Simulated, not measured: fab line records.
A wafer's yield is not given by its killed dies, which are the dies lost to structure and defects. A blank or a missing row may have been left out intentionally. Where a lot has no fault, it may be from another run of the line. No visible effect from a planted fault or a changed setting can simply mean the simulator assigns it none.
Commonality check across tools	flow sky130	13 lots and 39 wafers in the sample

REASON IT WAS OPENED
2 of 13 lots carry a flag on the reading LDD_HVP_OVL at SKY_LDD_HVP_OVL_MEAS_07. No-fault wafers: -0.1 nm, standard deviation 1.6.
Rule: a lot is flagged in two cases, either no wafer of it has a number, or all its wafers with numbers fall more than 4 standard deviations from that mean. All remaining lots are regarded as sound.

lot	measured	on	LDD_HVP_OVL (nm), wafer by wafer	flag
L319	day 23 03:36	overlay-02	-0.5 -1.2 -0.7	
L320	day 23 09:22	overlay-02	1.2 1.4 2.2	
L321	day 23 18:00	overlay-02	-1.5 -0.5 0.7	
L322	day 24 22:15	overlay-02	-1.5 -4.1 -0.8	
L324	day 25 02:55	overlay-02	3.6 2.3 0.7	
L326	day 26 02:30	overlay-01	-2.5 -1.4 -2.1	
L328	day 26 10:07	overlay-01	-1.8 -0.1 -0.7	
L329	day 27 01:18	overlay-02	-0.7 1.9 0.9	
L330	day 27 10:28	overlay-01	1.6 1.1 1.6	
L331	day 27 17:16	overlay-01	-0.7 -1.8 -0.9	
L333	day 28 03:55	overlay-02	0.9 -0.1 0.5	
L338	day 29 12:22	overlay-02	165.8 168.1 167.5	FLAGGED
L339	day 29 21:36	overlay-01	167.7 166.3 166.7	FLAGGED
On average the flagged lots read 167.0 nm, which is +167.1 nm against the usual, or +99 or more standard deviations.

WHICH TOOL EACH LOT WENT THROUGH
The record keeps 1 process step preceding the reading, out of 708 steps on the route. Cell contents, in order: the tool; ch with the chambers the sampled wafers went through; the start.
lot	flag	SKY_LDD_HVP_EXPOSE_04
L319		iline_stepper-01 ch 0, day 22 11:04
L320		iline_stepper-01 ch 0, day 22 16:49
L321		iline_stepper-01 ch 0, day 23 01:57
L322		iline_stepper-01 ch 0, day 24 07:09
L324		iline_stepper-02 ch 0, day 24 13:00
L326		iline_stepper-02 ch 0, day 25 12:22
L328		iline_stepper-02 ch 0, day 25 20:26
L329		iline_stepper-02 ch 0, day 26 09:48
L330		iline_stepper-01 ch 0, day 26 19:41
L331		iline_stepper-02 ch 0, day 27 03:30
L333		iline_stepper-02 ch 0, day 27 13:50
L338	FLAGGED	iline_stepper-01 ch 0, day 28 22:02
L339	FLAGGED	iline_stepper-01 ch 0, day 29 06:48
What these steps do:
- SKY_LDD_HVP_EXPOSE_04: exposes mask HVPTM, target cd 700 nm.
- SKY_LDD_HVP_OVL_MEAS_07

FLAGGED OVER TOTAL, TOOL BY TOOL (the gauges that took the reading come last)
step	tool	lots run	flagged	share of the flagged lots	sound lots run after its first flagged lot
SKY_LDD_HVP_EXPOSE_04	iline_stepper-01	7	2	all	0
SKY_LDD_HVP_EXPOSE_04	iline_stepper-02	6	0	none	-
SKY_LDD_HVP_OVL_MEAS_07	overlay-01	5	1	some	0
SKY_LDD_HVP_OVL_MEAS_07	overlay-02	8	1	some	0

THE TABLE: WHAT IT ALLOWS
All flagged lots share 1 row of the table, namely iline_stepper-01 at SKY_LDD_HVP_EXPOSE_04.
- iline_stepper-01 at SKY_LDD_HVP_EXPOSE_04 ran 7 lots, 2 of them flagged. Its last sound lot is L330 (day 26 19:41), its first flagged lot L338 (day 28 22:02): a fault that began between those two fits.
iline_stepper-01 at SKY_LDD_HVP_EXPOSE_04 is the single tool remaining.

WHAT THE SIMULATOR HAD INSERTED
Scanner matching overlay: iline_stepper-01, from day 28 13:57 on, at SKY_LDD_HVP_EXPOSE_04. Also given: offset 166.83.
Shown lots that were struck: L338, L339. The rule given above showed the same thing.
